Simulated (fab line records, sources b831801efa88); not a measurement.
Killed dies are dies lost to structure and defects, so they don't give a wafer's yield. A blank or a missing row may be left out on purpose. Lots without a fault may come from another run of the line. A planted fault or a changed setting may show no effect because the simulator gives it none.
Which tool did it? | flow sky130 | 13 lots, 39 wafers sampled, at 2 steps of a route of 708

WHAT THE GAUGES READ, wafer by wafer
SKY_CONTACT_CD_MEAS_14: target cd 170 nm. Usual: cd_nm 170.3 nm, standard deviation 1.6.
lot  | measured     | on        | cd_nm (nm)        | flag
L365 | day 31 21:36 | cd_sem-02 | 172.3 173.7 170.9 |
L366 | day 32 04:38 | cd_sem-01 | 171.0 171.3 172.1 |
L367 | day 32 22:04 | cd_sem-02 | 167.4 167.4 168.2 |
L368 | day 33 00:45 | cd_sem-02 | 171.1 171.1 171.1 |
L369 | day 33 14:24 | cd_sem-02 | 169.7 170.3 170.3 |
L370 | day 33 21:43 | cd_sem-02 | 171.9 170.4 169.1 |
L371 | day 34 02:11 | cd_sem-02 | 170.2 169.6 169.9 |
L373 | day 34 17:05 | cd_sem-02 | 170.5 170.5 168.6 |
L381 | day 36 21:59 | cd_sem-02 | 168.9 168.9 168.0 |
L384 | day 37 18:36 | cd_sem-01 | 172.5 172.0 171.5 |
L385 | day 38 10:42 | cd_sem-01 | 171.7 171.9 172.5 |
L387 | day 38 14:13 | cd_sem-01 | 170.7 171.8 171.6 |
L388 | day 38 17:01 | cd_sem-02 | 171.8 173.0 172.7 |

SKY_VIA1_OVL_MEAS_13. Usual: VIA1_OVL -2 nm, standard deviation 5.5.
lot  | measured     | on         | VIA1_OVL (nm) | flag
L365 | day 34 07:56 | overlay-01 | -2 3 -1       |
L366 | day 34 13:38 | overlay-02 | -7 -5 -3      |
L367 | day 35 07:12 | overlay-02 | -6 -3 -3      |
L368 | day 35 09:08 | overlay-01 | 1 -5 -5       |
L369 | day 35 22:59 | overlay-01 | -6 -6 -2      |
L370 | day 36 06:08 | overlay-01 | 0 -4 -2       |
L371 | day 36 10:29 | overlay-02 | 4 2 0         |
L373 | day 37 00:01 | overlay-02 | 0 3 8         |
L381 | day 39 05:12 | overlay-01 | 2 -3 -4       |
L384 | day 40 00:14 | overlay-02 | -3 -5 -4      |
L385 | day 40 15:38 | overlay-01 | -4 0 0        |
L387 | day 40 18:40 | overlay-02 | -11 -7 -2     |
L388 | day 40 22:17 | overlay-01 | -3 -5 -13     |

WHICH TOOL RAN EACH LOT (tool, then ch and the chambers of the sampled wafers, then the start)
The record holds no process step before these readings.

WHAT THE TOOLS THEMSELVES READ (means of the sampled wafers that have a number; where no wafer has one, the mark that the record gives instead)
The record holds no such reading with a usual standard deviation.

THE ANSWER, worked out from the rows above alone
Rule: a lot is off if the mean of its wafers that have a number lies more than 3 standard deviations from the usual mean. A lot without any number at a reading at which 4 lots or more have one is off too. The other lots that the step has rows for count as sound. The gauges are gone through in route order, then the tools' own readings, and for those a lot's mean is taken as printed above. The first step at which some lot is off is used, and at that step the reading that is off furthest; a lot without a number counts as furthest.
No lot is off at any reading shown: from this, nothing can be told.

WHAT THE SIMULATOR HAD PUT IN
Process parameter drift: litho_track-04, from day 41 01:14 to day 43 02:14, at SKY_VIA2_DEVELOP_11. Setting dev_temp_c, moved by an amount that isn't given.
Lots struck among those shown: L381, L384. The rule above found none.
